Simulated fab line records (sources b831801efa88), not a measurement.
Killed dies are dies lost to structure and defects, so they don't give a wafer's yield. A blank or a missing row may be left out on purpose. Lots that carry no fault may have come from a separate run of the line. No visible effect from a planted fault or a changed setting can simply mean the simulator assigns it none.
Which tool was responsible? | flow gf180mcu | 11 lots with 33 wafers sampled at 5 steps, on a route of 602 steps

## WHAT THE GAUGES READ, wafer by wafer
GF_M3_CD_MEAS_14: target cd 280 nm.
lot  | measured     | on        | cd-nm (nm)
L565 | day 21 21:47 | cd-sem-02 | 280.0 280.4 281.0
L566 | day 22 07:41 | cd-sem-01 | 277.7 277.6 278.3
L567 | day 22 15:38 | cd-sem-01 | 279.2 278.4 278.3
L570 | day 23 23:49 | cd-sem-02 | 278.1 278.7 278.9
L572 | day 24 13:01 | cd-sem-01 | 280.8 280.1 279.9
L574 | day 25 14:24 | cd-sem-02 | 279.4 278.7 278.2
L576 | day 26 01:48 | cd-sem-01 | 276.4 275.9 276.0
L578 | day 27 02:41 | cd-sem-02 | 275.4 274.0 274.7
L581 | day 27 07:59 | cd-sem-01 | 281.9 281.7 281.8
L585 | day 28 14:41 | cd-sem-01 | 280.3 280.5 279.2
L584 | day 28 15:01 | cd-sem-01 | 279.7 280.0 280.6

## WHAT TOOL EACH LOT RAN ON (gives the tool, then ch and the chambers of the sampled wafers, and finally the start)
lot  | GF_V2_ETCH_16                      | GF_V2_STRIP_18                       | GF_V2_CMP_26                  | GF_M3_PEB_12
L565 | rie-diel-03 ch 1,2,3, day 20 20:59 | plasma-asher-02 ch 0,1, day 20 21:07 | cmp-02 ch 0,1,3, day 20 22:05 | litho-track-04 ch 0, day 21 21:26
L566 | rie-diel-02 ch 0,1,2, day 21 07:23 | plasma-asher-02 ch 0,1, day 21 07:31 | cmp-02 ch 0,1,2, day 21 08:27 | litho-track-04 ch 0, day 22 07:20
L567 | rie-diel-02 ch 2,3, day 21 14:34   | plasma-asher-02 ch 0,1, day 21 14:43 | cmp-01 ch 1,2,3, day 21 15:44 | litho-track-03 ch 0, day 22 15:19
L570 | rie-diel-02 ch 0,1, day 22 23:26   | plasma-asher-04 ch 0,1, day 22 23:34 | cmp-01 ch 0,1,2, day 23 00:30 | litho-track-03 ch 0, day 23 23:29
L572 | rie-diel-04 ch 0,1,2, day 23 12:44 | plasma-asher-03 ch 0,1, day 23 12:52 | cmp-02 ch 0,3, day 23 13:50   | litho-track-03 ch 0, day 24 12:41
L574 | rie-diel-02 ch 0,2, day 24 15:16   | plasma-asher-03 ch 0,1, day 24 15:23 | cmp-01 ch 1,2,3, day 24 16:19 | litho-track-04 ch 0, day 25 14:04
L576 | rie-diel-03 ch 1,3, day 25 03:23   | plasma-asher-04 ch 0,1, day 25 03:31 | cmp-02 ch 2,3, day 25 04:26   | litho-track-04 ch 0, day 26 01:28
L578 | rie-diel-02 ch 2,3, day 26 04:17   | plasma-asher-02 ch 0,1, day 26 04:25 | cmp-01 ch 1,2,3, day 26 05:28 | litho-track-04 ch 0, day 27 02:20
L581 | rie-diel-02 ch 1,3, day 26 10:08   | plasma-asher-02 ch 0,1, day 26 10:18 | cmp-01 ch 1,3, day 26 11:15   | litho-track-01 ch 0, day 27 07:40
L585 | rie-diel-03 ch 0,3, day 27 18:17   | plasma-asher-03 ch 0,1, day 27 18:25 | cmp-01 ch 0,1,2, day 27 19:29 | litho-track-03 ch 0, day 28 14:17
L584 | rie-diel-04 ch 2,3, day 27 18:20   | plasma-asher-04 ch 0,1, day 27 18:28 | cmp-02 ch 1,3, day 27 19:26   | litho-track-03 ch 0, day 28 14:41
- GF_V2_ETCH_16: etches BARC in N2/H2.
- GF_V2_STRIP_18: strips in O2/N2.
- GF_V2_CMP_26: polishes, stops on SiO2, t overpolish 15 s, target thk 0 nm.
- GF_M3_PEB_12: peb time 90 s.

## AS READ BY THE TOOLS THEMSELVES (means over the sampled wafers that have a number; for cases with no such wafer, the mark the record gives instead)
GF_V2_ETCH_16.
lot  | tool        | drypump-motor-current-A (A) | h2-flow-sccm (sccm) | n2-flow-sccm (sccm) | oes-product-au (a.u.) | throttle-valve-pct (%)
L565 | rie-diel-03 | 5.5                         | 200.0               | 99.84               | 0.848                 | 13.232
L566 | rie-diel-02 | 5.3                         | 199.9               | 100.27              | 0.854                 | 13.224
L567 | rie-diel-02 | 6.2                         | 199.8               | 99.77               | 0.857                 | 13.228
L570 | rie-diel-02 | 5.3                         | 199.9               | 100.06              | 0.854                 | 13.228
L572 | rie-diel-04 | 5.5                         | 200.3               | 99.88               | 0.851                 | 13.228
L574 | rie-diel-02 | 5.3                         | 200.6               | 100.04              | 0.858                 | 13.229
L576 | rie-diel-03 | 5.4                         | 200.1               | 100.27              | 0.852                 | 13.226
L578 | rie-diel-02 | 6.2                         | 200.7               | 100.13              | 0.855                 | 13.230
L581 | rie-diel-02 | 6.2                         | 199.9               | 100.01              | 0.859                 | 13.218
L585 | rie-diel-03 | 5.8                         | 200.5               | 100.25              | 0.853                 | 13.228
L584 | rie-diel-04 | 5.7                         | 199.7               | 100.62              | 0.854                 | 13.226

GF_V2_STRIP_18.
lot  | tool            | drypump-motor-current-A (A) | heater-power-w (W) | n2-flow-sccm (sccm) | oes-product-au (a.u.) | platen-temp-c (C)
L565 | plasma-asher-02 | 5.6                         | 355                | 300.4               | 0.585                 | 249.94
L566 | plasma-asher-02 | 5.6                         | 348                | 299.1               | 0.590                 | 250.15
L567 | plasma-asher-02 | 5.6                         | 358                | 301.0               | 0.589                 | 249.95
L570 | plasma-asher-04 | 5.6                         | 324                | 301.1               | 0.589                 | 249.99
L572 | plasma-asher-03 | 6.0                         | 314                | 299.6               | 0.595                 | 250.10
L574 | plasma-asher-03 | 5.8                         | 297                | 300.9               | 0.590                 | 249.99
L576 | plasma-asher-04 | 5.6                         | 319                | 299.1               | 0.588                 | 249.99
L578 | plasma-asher-02 | 5.6                         | 356                | 300.2               | 0.589                 | 249.90
L581 | plasma-asher-02 | 5.5                         | 343                | 300.5               | 0.585                 | 249.90
L585 | plasma-asher-03 | 5.8                         | 296                | 300.3               | 0.592                 | 249.98
L584 | plasma-asher-04 | 5.9                         | 332                | 299.7               | 0.598                 | 249.88

GF_V2_CMP_26.
lot  | tool   | head-pressure-psi (psi) | motor-current-A (A) | overpolish-run-s (s) | time-to-endpoint-s (s)
L565 | cmp-02 | 3.501                   | 10.9                | 15.001               | 81
L566 | cmp-02 | 3.490                   | 10.9                | 15.009               | 83
L567 | cmp-01 | 3.495                   | 10.9                | 14.999               | 81
L570 | cmp-01 | 3.501                   | 10.9                | 14.994               | 86
L572 | cmp-02 | 3.503                   | 11.6                | 14.996               | 87
L574 | cmp-01 | 3.503                   | 11.5                | 15.000               | 89
L576 | cmp-02 | 3.496                   | 11.1                | 14.996               | 81
L578 | cmp-01 | 3.489                   | 11.4                | 14.992               | 85
L581 | cmp-01 | 3.505                   | 10.5                | 14.989               | 81
L585 | cmp-01 | 3.493                   | 10.6                | 15.001               | 84
L584 | cmp-02 | 3.493                   | 10.7                | 14.999               | 89

GF_M3_PEB_12.
lot  | tool           | exhaust-pa (Pa)
L565 | litho-track-04 | 44.2
L566 | litho-track-04 | 44.9
L567 | litho-track-03 | 44.3
L570 | litho-track-03 | 44.8
L572 | litho-track-03 | 45.0
L574 | litho-track-04 | 45.2
L576 | litho-track-04 | 45.0
L578 | litho-track-04 | 45.9
L581 | litho-track-01 | 45.4
L585 | litho-track-03 | 46.2
L584 | litho-track-03 | 46.2

## THE ANSWER, worked out from the rows above alone
Rule: usual is defined by the lots themselves. The widest of any qualifying gaps counts: lots, ordered by their means at a reading, are off when they make up no more than a third of the lots, leave a main group of 4 or more, and stand apart from it by 3 or more times the standard deviation of that group's means. The tables above print the reading to a certain number of digits; a main group whose means all agree to those digits is not used. Also off: a lot with no number at a reading for which 4 or more lots have one. All remaining lots with rows at the step are treated as sound. The gauges are gone through in route order, then the tools' own readings, and for those a lot's mean is taken as printed above. At the first step where some lot is off, the reading lying furthest off is the one used; lots without a number count as furthest.
None of the lots is off at any reading shown; this tells nothing.

## WHAT WAS PUT IN BY THE SIMULATOR
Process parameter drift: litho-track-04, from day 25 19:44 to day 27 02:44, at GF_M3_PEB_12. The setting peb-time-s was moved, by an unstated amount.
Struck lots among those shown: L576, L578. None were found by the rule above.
